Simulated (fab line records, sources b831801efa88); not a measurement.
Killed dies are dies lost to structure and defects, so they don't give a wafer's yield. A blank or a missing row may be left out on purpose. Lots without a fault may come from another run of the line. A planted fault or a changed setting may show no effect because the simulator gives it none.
Problem report in the 8D (eight disciplines) form, filled by code | flow gf180mcu | the parts of the form that need people (team, actions taken, sign-off) are left out

1. THE PROBLEM
HV_LDD_RS at GF_HV_LDD_RS_MEAS_53 reads a mean of 407.1 ohm/sq on 6 wafers of 2 lots; wafers without a fault read 412.7 ohm/sq with a standard deviation of 0.79. That is -7.0 standard deviations from the usual mean.
The step: measures by four-point-probe.
First seen on wafer L621.1, day 18 04:03, on film_metro-02. The record holds 39 wafers of 13 lots with a number at this step. Rule for "out", or "out of limits": more than 4 standard deviations from the usual mean. The other wafers with a number count as sound.

2. WHAT IT IS AND WHAT IT IS NOT
question                    | is                           | is not
which readings at this step | HV_LDD_RS                    | -
which lots                  | L621, L622                   | L604, L605, L606, L608, L609, L610, L611, L613, L614, L619, L624
which wafers of those lots  | all that have a number       | -
read on which gauges        | film_metro-02, film_metro-03 | film_metro-01
when                        | from day 18 04:03            | up to then (30 sound wafers); but 3 sound wafers of L624 came after

3. SUSPECTS, AND WHAT RULES EACH OUT
Counting: a tool at a process step up to the reading stays a suspect if it ran every lot that is out and no sound lot after the first of them.
- the gauge at GF_HV_LDD_RS_MEAS_53: ruled out. The wafers that are out were read on 2 gauges (film_metro-02, film_metro-03).
- implanter-01 at GF_HV_LDD_IMPLANT_34: kept. It ran every lot that is out, first L621 (day 17 03:56), and no sound lot after that; its last sound lot up to then is L619 (day 16 13:32). Its own readings are out on those wafers: dose_ions_cm2, faraday_current_uA.
Left after counting: implanter-01 at GF_HV_LDD_IMPLANT_34.

4. THE CAUSE (what the simulator had put in)
Process parameter drift: implanter-01, from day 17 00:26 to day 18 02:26, at GF_HV_LDD_IMPLANT_34. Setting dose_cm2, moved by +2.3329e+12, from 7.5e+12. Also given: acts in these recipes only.
Counting left only this tool.

5. THE CHAIN OF EFFECTS, in route order
Each row: a reading whose mean over the struck wafers that have a number lies more than 3 standard deviations from the usual. Only readings for which the record gives a usual standard deviation are gone through. hours: the time from each lot's start at the first step in this table that gives one to its start at this step, as a median over the lots. sigmas: the change in usual standard deviations.
hours | step                 | reading            | usual        | on struck wafers | change     | sigmas
0     | GF_HV_LDD_IMPLANT_34 | dose_ions_cm2      | 7.502e+12    | 9.834e+12        | +2.332e+12 | +99 or more
0     | GF_HV_LDD_IMPLANT_34 | faraday_current_uA | 42.4         | 55.4             | +13.0      | +15
24    | GF_HV_LDD_RS_MEAS_53 | HV_LDD_RS          | 412.7 ohm/sq | 407.1            | -5.6       | -7.0
The process steps in it:
- GF_HV_LDD_IMPLANT_34
Later measuring or inspecting steps at which every struck wafer that the step has a row for has a number for every such reading, and none has moved that far: GF_SAB_OVL_MEAS_10.

6. WHAT WOULD HAVE CAUGHT IT SOONER
In this record the first reading out of limits at a measuring or inspecting step was taken at day 18 04:03, 28 hours after the fault began at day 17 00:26.
The tool's own readings at GF_HV_LDD_IMPLANT_34 were out on every struck wafer that the step has a row for (dose_ions_cm2, faraday_current_uA): an alarm limit on them would have fired on the first of those.
All the lots that are out (2) had begun GF_HV_LDD_IMPLANT_34 on implanter-01 by day 18 04:03. A hold on the tool at that time would have spared none of them.
